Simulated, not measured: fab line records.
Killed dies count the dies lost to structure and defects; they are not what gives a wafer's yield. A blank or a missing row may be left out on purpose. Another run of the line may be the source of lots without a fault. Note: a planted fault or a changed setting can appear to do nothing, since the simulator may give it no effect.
Code-filled problem report in 8D (eight disciplines) form || flow gf180mcu || the parts of the form that need people (team, actions taken, sign-off) are left out

== 1. WHAT IS WRONG ==
chamber pressure Torr at GF_CONTACT_CVD_24 reads a mean of 41.38 Torr on 6 wafers of 2 lots; wafers without a fault read 39.99 Torr with a standard deviation of 0.079. That is +18 standard deviations from the usual mean.
The step: deposits W, target thk 300 nm, time 90.339 s.
Earliest sighting: wafer L132.1 on cvd w-01 at day 21 08:42. At this step, 42 wafers from 14 lots have a number in the record. Rule for "out", or "out of limits": more than 4 standard deviations from the usual mean. All remaining wafers that have a number are taken as sound.

== 2. WHAT IT IS AND WHAT IT IS NOT ==
{"question": "which readings at this step", "is": "chamber pressure Torr", "is not": "heater power w"}
{"question": "which lots", "is": "L132, L136", "is not": "L119, L120, L121, L122, L123, L126, L127, L128, L129, L130, L133, L141"}
{"question": "which wafers of those lots", "is": "all that have a number", "is not": "-"}
{"question": "read on which tools", "is": "cvd w-01", "is not": "cvd w-02"}
{"question": "when", "is": "from day 21 08:42", "is not": "up to then (30 sound wafers); but 6 sound wafers of L133, L141 came after"}

== 3. SUSPECTS, AND WHAT RULES EACH OUT ==
Counting: a tool at a process step up to the reading stays a suspect if it ran every lot that is out and no sound lot after the first of them.
- cvd w-01 at GF_CONTACT_CVD_24 (deposits W, target thk 300 nm, time 90.339 s): kept. It processed each lot that is out, first L132 at day 21 08:42, and no sound lot thereafter; up to then, the last sound lot it processed was L129 at day 20 07:34. Its own readings are out on those wafers: chamber pressure Torr.
Left after counting: cvd w-01 at GF_CONTACT_CVD_24.

== 4. THE CAUSE (what the simulator had put in) ==
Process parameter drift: cvd w-01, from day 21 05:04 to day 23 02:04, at GF_CONTACT_CVD_24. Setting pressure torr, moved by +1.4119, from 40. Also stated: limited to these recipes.
Only this tool survived the counting.

== 5. SEQUENCE OF EFFECTS, ordered by route ==
Each row: a reading where the mean over the struck wafers with a number is more than 3 standard deviations away from the usual. Readings are gone through only where the record gives a usual standard deviation; hours: the median, over the lots, of the time from a lot's start at the first step in this table giving one to that lot's start at this step; sigmas: the change measured in usual standard deviations.
{"hours": 0, "step": "GF_CONTACT_CVD_24", "reading": "chamber pressure Torr", "usual": "39.99 Torr", "on struck wafers": 41.38, "change": "+1.39", "sigmas": "+18"}
Its process steps:
- GF_CONTACT_CVD_24: deposits W, target thk 300 nm, time 90.339 s.

== 6. WHAT WOULD HAVE CAUGHT IT SOONER ==
The fault began at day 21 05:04; the first out-of-limits reading in this record came at day 21 08:42, 4 hours later.
